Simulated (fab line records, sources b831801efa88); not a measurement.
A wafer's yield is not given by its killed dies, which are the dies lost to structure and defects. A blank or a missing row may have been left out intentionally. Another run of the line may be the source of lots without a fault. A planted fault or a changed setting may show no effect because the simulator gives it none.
fab line records	flow sky130
[record] lots = 13	wafers = 37	last_day = 50
route steps=708 shown FIELD_ISO@14 DNWELL@42 PAD_OPEN@708
lots that met no fault: from a run of the same line without faults
start_h: hours from the record's opening day to when the first of the lot's shown wafers began	wait_h: hours elapsed since this lot's preceding step	" as in the row above	L1.1+2: one row covering several wafers at once	- either no value or no given start	* or withheld: withheld	< > ~ a bound
route shown NAME@n: a module of which the file shows steps, and the number in the route of the first	usual: mean/standard deviation of fault-free wafers	same: alike in all rows	chamber/n: place in a boat	sites: each site's reading	_std_site: standard deviation across them	_edge_site: outer sites' mean less inner sites'	radius_mm: for every site, how far away it sits from the centre of the wafer	mask NAME#n: copy n	behind: tool/chamber where the wafer was last shaped	hold: why the lot was held/for how many hours/how that ended	device: the n, p or np transistor that did not switch	end of line: tests run on the same wafers once the route is complete	for a step that has no rows: nothing shown but its recipe	killed: the dies lost at the first sort to structure and to defects; this is not the yield of the wafer	map: the dies of a wafer, with x for killed, . for not killed, _ for no die there
set.NAME: the setting as run; set.NAME@STEP: as run at that earlier step	model.NAME: the simulator's own value behind a step, which no gauge read
steps of the route over a sample of lots; a table a step, a row a wafer
services: the hour from which a tool's chamber was out of use, counted from the record's first day as start_h (under 0 if before that day), plus the number of hours and why
[[steps]]
[step SKY_FIELD_ISO_CD_MEAS_13]
[recipe] target_cd_nm = 150
[usual] cd_nm = 149.7/1.4
lot.wafer	tool	chamber	start_h	wait_h	cd_nm
L843.1	cd_sem-01	-	29.31	-	148.4
L843.4	"	-	"	"	150.1
L843.5	"	-	"	"	150.0
L844.1	cd_sem-01	-	33.62	-	149.2
L844.5	"	-	"	"	148.6
L844.6	"	-	"	"	150.4
L845.4	cd_sem-02	-	39.05	-	146.4
L845.5	"	-	"	"	147.0
L845.6	"	-	"	"	148.2
L846.4	cd_sem-01	-	42.93	-	150.8
L846.5	"	-	"	"	151.8
L846.6	"	-	"	"	149.9
L847.3	cd_sem-02	-	48.53	-	149.6
L847.5	"	-	"	"	150.8
L847.6	"	-	"	"	149.7
L849.3	cd_sem-02	-	59.26	-	149.6
L849.4	"	-	"	"	150.9
L849.5	"	-	"	"	150.1
L850.1	cd_sem-02	-	66.01	-	148.3
L850.5	"	-	"	"	147.9
L850.6	"	-	"	"	147.2
L854.1	cd_sem-01	-	86.56	-	149.7
L854.2	"	-	"	"	148.6
L854.3	"	-	"	"	148.8
L856.4	cd_sem-02	-	96.57	-	149.2
L856.6	"	-	"	"	148.2
L861.1	cd_sem-01	-	123.46	-	151.6
L861.4	"	-	"	"	151.2
L863.1	cd_sem-02	-	135.21	-	150.1
L863.3	"	-	"	"	152.7
L863.5	"	-	"	"	151.8
L864.1	cd_sem-01	-	139.99	-	152.0
L864.3	"	-	"	"	150.4
L864.6	"	-	"	"	152.3
L865.2	cd_sem-01	-	144.33	-	150.3
L865.4	"	-	"	"	150.8
L865.6	"	-	"	"	151.8
[step SKY_FIELD_ISO_ETCH_17]
[recipe] target_depth_a = 3420	mask_material = Si3N4	chemistry = HBr/Cl2/O2	target = Si	taper_deg = 5	icp_w = 600	bias_w = 150	pressure_mtorr = 15	HBr_flow_sccm = 150	Cl2_flow_sccm = 40	O2_flow_sccm = 6	time_s = 97.7
[usual] drypump_motor_current_A = 5.85/0.3	oes_product_au = 0.999/0.0076	throttle_valve_pct = 25.656/0.0091
lot.wafer	tool	chamber	start_h	wait_h	drypump_motor_current_A	oes_product_au	rf_hours_counter_h	throttle_valve_pct
L843.1	rie_si-01	2	29.63	0.1	6.01	0.999	48	25.653
L843.4	"	0	"	"	6.15	1.009	113	25.651
L843.5	"	2	"	"	6.03	0.984	-	25.662
L844.1	rie_si-01	1	33.94	0.1	5.85	0.997	96	25.642
L844.5	"	0	"	"	6.19	1.012	-	25.654
L844.6	"	1	"	"	5.84	0.997	-	25.659
L845.4	rie_si-01	0	39.31	0.0	6.19	1.003	113	25.664
L845.5	"	2	"	"	6.03	1.006	-	25.653
L845.6	"	3	"	"	5.73	0.990	-	25.663
L846.4	rie_si-02	1	43.19	0.0	5.20	0.984	110	25.666
L846.5	"	1	"	"	5.22	0.980	-	25.659
L846.6	"	2	"	"	5.90	0.999	-	25.661
L847.3	rie_si-01	0	48.81	0.0	6.19	1.001	114	25.669
L847.5	"	0	"	"	6.17	0.996	-	25.665
L847.6	"	3	"	"	5.76	0.987	-	25.658
L849.3	rie_si-02	1	59.54	0.0	5.15	0.992	110	25.655
L849.4	"	3	"	"	5.54	1.002	64	25.659
L849.5	"	1	"	"	5.17	0.992	-	25.659
L850.1	rie_si-02	2	66.33	0.1	5.89	1.005	41	25.634
L850.5	"	2	"	"	5.90	1.002	-	25.640
L850.6	"	1	"	"	5.20	0.995	-	25.649
L854.1	rie_si-02	0	86.88	0.1	6.20	0.998	2	25.647
L854.2	"	2	"	"	5.90	1.012	41	25.646
L854.3	"	3	"	"	5.51	1.006	64	25.651
L856.4	rie_si-02	0	96.83	0.0	6.26	0.996	2	25.647
L856.6	"	1	"	"	5.21	0.986	-	25.647
L861.1	rie_si-02	2	123.78	0.1	5.87	1.009	42	25.653
L861.4	"	3	"	"	5.53	1.008	65	25.645
L863.1	rie_si-01	2	135.53	0.1	6.01	0.994	49	25.674
L863.3	"	0	"	"	6.19	1.011	114	25.653
L863.5	"	3	"	"	5.75	1.003	-	25.673
L864.1	rie_si-01	1	140.31	0.1	5.83	0.990	97	25.649
L864.3	"	3	"	"	5.74	0.994	85	25.658
L864.6	"	2	"	"	5.97	0.992	-	25.667
L865.2	rie_si-02	3	144.63	0.1	5.53	1.008	65	25.655
L865.4	"	0	"	"	6.26	1.005	3	25.668
L865.6	"	2	"	"	5.88	1.011	-	25.634
[step SKY_DNWELL_IMPLANT_07]
[recipe] species = P	energy_kev = withheld	dose_cm2 = withheld	tilt_deg = withheld
lot.wafer	tool	chamber	start_h	wait_h
L843.1+4+5	implanter-01	0	52.54	-
L844.1+5+6	implanter-01	0	57.77	-
L845.4+5+6	implanter-02	0	61.16	-
L846.4+5+6	implanter-01	0	64.36	-
L847.3+5+6	implanter-02	0	71.92	-
L849.3+4+5	implanter-02	0	83.82	-
L850.1+5+6	implanter-03	0	91.39	-
L854.1+2+3	implanter-02	0	112.44	-
L856.4+6	implanter-01	0	120.26	-
L861.1+4	implanter-01	0	149.54	-
L863.1+3+5	implanter-03	0	162.94	-
L864.1+3+6	implanter-03	0	168.62	-
L865.2+4+6	implanter-03	0	172.97	-
[step SKY_DNWELL_STRIP_08]
[recipe] chemistry = O2/N2	power_w = 1400	pressure_mtorr = 1500	platen_temp_c = withheld	o2_flow_sccm = 3000	n2_flow_sccm = 300	overash_fraction = 0.5
[usual] drypump_motor_current_A = 5.50/0.28	oes_product_au = 0.722/0.0044	strip_time_to_endpoint_s = 36.91/0.099
[same] overash_fraction = 0.5
lot.wafer	tool	chamber	start_h	wait_h	drypump_motor_current_A	oes_product_au	rf_hours_counter_h	strip_time_to_endpoint_s
L843.1	plasma_asher-02	0	52.69	0.1	5.88	0.720	36	37.00
L843.4	"	0	"	"	5.87	0.723	-	36.99
L843.5	"	0	"	"	5.85	0.720	-	36.98
L844.1	plasma_asher-02	0	57.92	0.1	5.87	0.721	36	36.93
L844.5	"	1	"	"	5.07	0.728	-	36.93
L844.6	"	0	"	"	5.89	0.727	-	36.82
L845.4	plasma_asher-01	0	61.27	0.1	5.33	0.719	-	37.06
L845.5	"	0	"	"	5.30	0.722	-	37.14
L845.6	"	1	"	"	5.52	0.721	-	37.00
L846.4	plasma_asher-03	0	64.47	0.1	5.72	0.721	-	37.10
L846.5	"	1	"	"	5.44	0.726	-	36.98
L846.6	"	0	"	"	5.75	0.725	-	36.99
L847.3	plasma_asher-02	0	72.06	0.1	5.87	0.718	-	36.91
L847.5	"	0	"	"	5.85	0.728	-	37.02
L847.6	"	1	"	"	5.09	0.715	-	37.04
L849.3	plasma_asher-02	1	83.96	0.1	5.10	0.724	-	37.08
L849.4	"	0	"	"	5.89	0.718	-	37.06
L849.5	"	0	"	"	5.89	0.717	-	37.04
L850.1	plasma_asher-03	1	91.54	0.1	5.47	0.723	40	36.80
L850.5	"	1	"	"	5.45	0.725	-	36.83
L850.6	"	0	"	"	5.74	0.727	-	36.72
L854.1	plasma_asher-03	0	112.59	0.1	5.73	0.721	42	36.76
L854.2	"	1	"	"	5.46	0.724	42	36.83
L854.3	"	0	"	"	5.78	0.717	-	36.82
L856.4	plasma_asher-02	0	120.37	0.1	5.86	0.718	-	36.91
L856.6	"	0	"	"	5.86	0.717	-	36.82
L861.1	plasma_asher-03	1	149.69	0.1	5.50	0.728	46	36.90
L861.4	"	1	"	"	5.50	0.714	-	36.90
L863.1	plasma_asher-01	1	163.09	0.1	5.55	0.723	35	36.70
L863.3	"	0	"	"	5.30	0.715	-	36.84
L863.5	"	0	"	"	5.30	0.727	-	36.72
L864.1	plasma_asher-03	0	168.77	0.1	5.73	0.728	48	36.96
L864.3	"	0	"	"	5.70	0.714	-	36.83
L864.6	"	1	"	"	5.52	0.714	-	36.85
L865.2	plasma_asher-03	1	173.22	0.2	5.51	0.724	48	36.92
L865.4	"	1	"	"	5.48	0.718	-	37.08
L865.6	"	1	"	"	5.51	0.721	-	36.98
[step SKY_DNWELL_TW_MEAS_09]
[usual] DNWELL_TW = 1108/10
lot.wafer	tool	chamber	start_h	wait_h	DNWELL_TW
L843.1	film_metro-01	-	52.79	0.1	1112
L843.4	"	-	"	"	1118
L843.5	"	-	"	"	1107
L844.1	film_metro-03	-	58.02	0.1	1102
L844.5	"	-	"	"	1105
L844.6	"	-	"	"	1099
L845.4	film_metro-03	-	61.36	0.1	1102
L845.5	"	-	"	"	1102
L845.6	"	-	"	"	1104
L846.4	film_metro-03	-	64.57	0.1	1098
L846.5	"	-	"	"	1102
L846.6	"	-	"	"	1095
L847.3	film_metro-02	-	72.14	0.1	1107
L847.5	"	-	"	"	1110
L847.6	"	-	"	"	1111
L849.3	film_metro-03	-	84.04	0.1	1101
L849.4	"	-	"	"	1112
L849.5	"	-	"	"	1112
L850.1	film_metro-02	-	91.64	0.1	1108
L850.5	"	-	"	"	1106
L850.6	"	-	"	"	1109
L854.1	film_metro-03	-	112.69	0.1	1091
L854.2	"	-	"	"	1099
L854.3	"	-	"	"	1099
L856.4	film_metro-02	-	120.47	0.1	1187
L856.6	"	-	"	"	1190
L861.1	film_metro-03	-	149.79	0.1	1096
L861.4	"	-	"	"	1164
L863.1	film_metro-03	-	163.19	0.1	1093
L863.3	"	-	"	"	1097
L863.5	"	-	"	"	1096
L864.1	film_metro-02	-	168.87	0.1	1119
L864.3	"	-	"	"	1117
L864.6	"	-	"	"	1117
L865.2	film_metro-03	-	173.33	0.1	1093
L865.4	"	-	"	"	1101
L865.6	"	-	"	"	1096
[step SKY_PAD_OPEN_PROBE_99]
[usual] killed_at_M0_to_M3 = 45/6.9	killed_at_M4_up = 3.0/1.7	killed_at_contacts = 25/5.6	killed_at_front_end = 15/4.2	killed_at_other = 0.3/0.55	killed_dies = 89/9.6	killed_open = 49/7.2	killed_short = 39/6.5
[same] gross_dies = 492	killed_at_back_side = 0
lot.wafer	tool	chamber	start_h	wait_h	killed_at_M0_to_M3	killed_at_M4_up	killed_at_contacts	killed_at_front_end	killed_at_other	killed_dies	killed_open	killed_short
L843.1	prober-02	-	1068.15	0.1	44	2	29	13	0	88	43	45
L843.4	prober-02	-	1068.30	0.2	51	2	28	13	0	94	58	36
L843.5	prober-02	-	1068.35	0.2	42	2	22	20	0	86	55	31
L845.4	prober-02	-	1081.14	0.2	54	4	26	15	0	99	57	42
L845.5	prober-02	-	1081.19	0.2	41	3	28	15	1	88	45	43
L845.6	prober-02	-	1081.24	0.2	56	2	24	14	0	96	60	36
L846.4	prober-01	-	1088.09	0.2	44	2	24	16	0	86	51	35
L846.5	prober-01	-	1088.14	0.2	51	4	21	10	0	86	53	33
L846.6	prober-01	-	1088.19	0.2	59	2	20	19	0	100	51	49
L854.1	prober-02	-	1143.14	0.1	41	2	32	15	0	90	56	34
L854.2	prober-02	-	1143.19	0.1	46	1	24	9	0	80	47	33
L854.3	prober-02	-	1143.24	0.2	44	2	24	18	0	88	59	28
L856.4	prober-02	-	1150.36	0.2	42	2	22	13	1	80	45	34
L856.6	prober-02	-	1150.46	0.2	50	2	24	26	1	103	51	51
L861.1	prober-01	-	1178.48	0.1	50	2	43	21	1	117	67	49
L861.4	prober-01	-	1178.63	0.2	35	2	28	21	1	87	43	44
// killed by level:class
L843.1 VIA1:geometric_particle:open=14 LI_CONTACT:geometric_particle:open=8 LOCAL_INTERCONNECT:geometric_particle:short=6 CONTACT:geometric_particle:short=6 VIA1:geometric_particle:short=6 FIELD_ISO:geometric_particle:short=5 CONTACT:geometric_particle:open=5 VIA2:geometric_particle:open=5
L843.4 VIA1:geometric_particle:open=19 VIA3:geometric_particle:open=9 CONTACT:geometric_particle:open=9 LI_CONTACT:geometric_particle:open=7 LI_CONTACT:geometric_particle:short=5 CONTACT:geometric_particle:short=4 METAL1:geometric_particle:short=4 METAL2:geometric_particle:short=4
L843.5 VIA1:geometric_particle:open=16 CONTACT:geometric_particle:open=9 VIA3:geometric_particle:open=6 LI_CONTACT:geometric_particle:open=5 VIA1:geometric_particle:short=5 FIELD_ISO:geometric_particle:short=4 POLY_GATE:geometric_particle:open=4 LOCAL_INTERCONNECT:geometric_particle:short=4
L845.4 VIA1:geometric_particle:open=14 CONTACT:geometric_particle:open=12 VIA3:geometric_particle:open=12 CONTACT:geometric_particle:short=7 VIA1:geometric_particle:short=6 METAL3:geometric_particle:short=6 FIELD_ISO:geometric_particle:short=5 POLY_GATE:geometric_particle:open=5
L845.5 LI_CONTACT:geometric_particle:open=9 CONTACT:geometric_particle:open=8 VIA1:geometric_particle:short=7 VIA3:geometric_particle:open=7 FIELD_ISO:geometric_particle:open=6 POLY_GATE:geometric_particle:short=5 METAL1:geometric_particle:short=5 LOCAL_INTERCONNECT:geometric_particle:short=5
L845.6 VIA1:geometric_particle:open=19 VIA3:geometric_particle:open=11 CONTACT:geometric_particle:open=9 VIA2:geometric_particle:open=6 METAL2:geometric_particle:short=5 POLY_GATE:geometric_particle:open=4 LOCAL_INTERCONNECT:geometric_particle:short=4 CONTACT:geometric_particle:short=4
L846.4 CONTACT:geometric_particle:open=11 FIELD_ISO:geometric_particle:short=8 VIA1:geometric_particle:open=8 LI_CONTACT:geometric_particle:open=7 VIA2:geometric_particle:open=7 METAL1:geometric_particle:short=7 VIA3:geometric_particle:open=6 METAL2:geometric_particle:short=4
L846.5 VIA1:geometric_particle:open=14 VIA2:geometric_particle:open=9 LI_CONTACT:geometric_particle:open=8 FIELD_ISO:geometric_particle:open=7 CONTACT:geometric_particle:open=7 VIA2:geometric_particle:short=6 VIA1:geometric_particle:short=5 VIA3:geometric_particle:open=5
L846.6 VIA1:geometric_particle:open=15 VIA1:geometric_particle:short=12 CONTACT:geometric_particle:open=9 FIELD_ISO:geometric_particle:short=7 VIA2:geometric_particle:open=6 LI_CONTACT:geometric_particle:open=5 VIA3:geometric_particle:short=5 VIA2:geometric_particle:short=4
L854.1 VIA1:geometric_particle:open=23 LI_CONTACT:geometric_particle:open=13 CONTACT:geometric_particle:short=7 CONTACT:geometric_particle:open=6 POLY_GATE:geometric_particle:short=5 POLY_GATE:geometric_particle:open=5 FIELD_ISO:geometric_particle:short=4 LOCAL_INTERCONNECT:geometric_particle:short=4
L854.2 VIA1:geometric_particle:open=11 CONTACT:geometric_particle:open=11 LI_CONTACT:geometric_particle:open=8 METAL2:geometric_particle:short=8 VIA1:geometric_particle:short=7 VIA3:geometric_particle:open=6 POLY_GATE:geometric_particle:short=3 VIA2:geometric_particle:open=3
L854.3 VIA1:geometric_particle:open=15 CONTACT:geometric_particle:open=9 VIA2:geometric_particle:open=7 POLY_GATE:geometric_particle:open=5 LI_CONTACT:geometric_particle:open=5 VIA3:geometric_particle:open=5 FIELD_ISO:geometric_particle:open=4 METAL2:geometric_particle:short=4
L856.4 VIA1:geometric_particle:open=10 LI_CONTACT:geometric_particle:open=8 VIA3:geometric_particle:open=7 LOCAL_INTERCONNECT:geometric_particle:short=6 CONTACT:geometric_particle:open=6 METAL1:geometric_particle:short=5 METAL2:geometric_particle:short=5 VIA1:geometric_particle:short=4
L856.6 CONTACT:geometric_particle:open=12 VIA1:geometric_particle:open=10 POLY_GATE:geometric_particle:short=9 METAL1:geometric_particle:short=8 VIA3:geometric_particle:open=7 FIELD_ISO:geometric_particle:short=6 LI_CONTACT:geometric_particle:open=6 VIA2:geometric_particle:open=6
L861.1 VIA1:geometric_particle:open=16 CONTACT:geometric_particle:open=14 LI_CONTACT:geometric_particle:open=10 CONTACT:geometric_particle:short=8 FIELD_ISO:geometric_particle:short=7 FIELD_ISO:geometric_particle:open=6 LOCAL_INTERCONNECT:geometric_particle:short=6 METAL2:geometric_particle:short=6
L861.4 CONTACT:geometric_particle:open=13 FIELD_ISO:geometric_particle:short=6 VIA2:geometric_particle:short=6 METAL1:geometric_particle:short=5 VIA1:geometric_particle:open=5 VIA3:geometric_particle:open=5 LI_CONTACT:geometric_particle:short=4 LI_CONTACT:geometric_particle:open=4
[[services]]
tool	chamber	start_h	hours	kind
implanter-01	-	8.40	2.2	repair
rie_si-02	1	12.13	8.5	repair
implanter-03	-	21.55	1.8	repair
rie_si-02	0	23.19	11.4	repair
rie_si-02	1	53.58	2.4	repair
plasma_asher-01	-	86.26	1.0	repair
implanter-02	-	96.13	5.2	pm
implanter-03	-	99.69	4.4	pm
implanter-03	-	111.99	2.8	repair
plasma_asher-03	-	113.14	3.2	repair
implanter-03	-	129.77	2.6	repair
plasma_asher-01	-	143.46	2.8	pm
implanter-03	-	149.36	1.0	repair
implanter-03	-	152.90	1.1	repair
rie_si-02	-	158.28	0.2	repair
[[key]]
[first_sign] step = SKY_DNWELL_TW_MEAS_09	reading = DNWELL_TW	direction = up	sigmas = 7.2	usual = 1108	struck = 1180
effect none on later readings
met_at SKY_DNWELL_IMPLANT_07
struck_lots L856,L861
struck_wafers L856.4,L856.6,L861.4
tester_left_out L856,L861
not_acting_at SKY_FIELD_ISO_CD_MEAS_13,SKY_FIELD_ISO_ETCH_17,SKY_DNWELL_STRIP_08
onset_between 64.36 120.26
[fault] kind = process_parameter_drift	tool = implanter-01	chamber = -	onset_h = 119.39	steps = SKY_DNWELL_IMPLANT_07	channel = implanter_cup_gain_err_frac	offset = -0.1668	shape = step	end_h = 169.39	scope = struck_wafers_only
// tester_left_out: of these lots the tester's yield and bins aren't shown, on N5 and GAA mostly nor the transistor test; their killed dies are dies lost to structure and defects alone, not to doping, threshold or leakage, so they don't give the yield
